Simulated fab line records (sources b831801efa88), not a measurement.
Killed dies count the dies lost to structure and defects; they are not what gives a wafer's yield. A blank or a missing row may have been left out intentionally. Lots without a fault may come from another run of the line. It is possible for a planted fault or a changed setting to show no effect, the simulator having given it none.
Matching of chambers / flow sky130 / 4 sister chambers for SKY_LI_CONTACT_ETCH_15 on rie diel-04
The step etches PSG in C4F8/O2/Ar, stops on Si, target depth 600 nm. 14 wafers are shown with their chamber, then 7 later ones without.

== EACH WAFER AND ITS CHAMBER ==
wafer=L074.1; chamber=3; oes product au (a.u.)=0.844
wafer=L074.2; chamber=2; oes product au (a.u.)=0.849
wafer=L074.3; chamber=1; oes product au (a.u.)=0.832
wafer=L079.2; chamber=0; oes product au (a.u.)=0.838
wafer=L079.3; chamber=3; oes product au (a.u.)=0.848
wafer=L079.5; chamber=3; oes product au (a.u.)=0.843
wafer=L082.1; chamber=1; oes product au (a.u.)=0.837
wafer=L082.2; chamber=0; oes product au (a.u.)=0.841
wafer=L082.4; chamber=2; oes product au (a.u.)=0.836
wafer=L086.1; chamber=2; oes product au (a.u.)=0.832
wafer=L086.4; chamber=3; oes product au (a.u.)=0.839
wafer=L086.6; chamber=1; oes product au (a.u.)=0.833
wafer=L088.3; chamber=3; oes product au (a.u.)=0.830
wafer=L088.5; chamber=1; oes product au (a.u.)=0.837

SIGNATURES (means of the wafers above)
reading=oes product au; chamber 0=0.83950; chamber 1=0.83475; chamber 2=0.83900; chamber 3=0.84080; scatter within a chamber=0.00608
Rule: a wafer's distance from a chamber is the root of the sum, over the readings, of the square of ((its reading less the chamber's mean) divided by the reading's scatter). If the next closest chamber is less than 2 further off than the closest, the wafer can't be placed; otherwise it belongs to the closest. The scatter is the square root of a quotient: the sum, over the shown wafers, of each reading's squared deviation from its chamber's mean, divided by wafers minus chambers.

== WAFERS MISSING THEIR CHAMBER ==
wafer=L088.6; oes product au (a.u.)=0.823
wafer=L089.3; oes product au (a.u.)=0.837
wafer=L089.5; oes product au (a.u.)=0.838
wafer=L089.6; oes product au (a.u.)=0.837
wafer=L095.1; oes product au (a.u.)=0.835
wafer=L095.5; oes product au (a.u.)=0.839
wafer=L095.6; oes product au (a.u.)=0.836

== CHAMBER TAKEN BY EACH ==
wafer=L088.6; from the rows above=can't be placed: 1 or 2 or 0 or 3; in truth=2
wafer=L089.3; from the rows above=can't be placed: 2 or 1 or 0 or 3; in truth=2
wafer=L089.5; from the rows above=can't be placed: 2 or 0 or 3 or 1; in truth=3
wafer=L089.6; from the rows above=can't be placed: 2 or 1 or 0 or 3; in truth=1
wafer=L095.1; from the rows above=can't be placed: 1 or 2 or 0 or 3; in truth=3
wafer=L095.5; from the rows above=can't be placed: 2 or 0 or 3 or 1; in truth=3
wafer=L095.6; from the rows above=can't be placed: 1 or 2 or 0 or 3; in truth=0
Correctly placed: 0 of 7. Unplaceable from these rows: 7, with the true chamber sitting among the candidates in 7. Wrongly placed: 0.
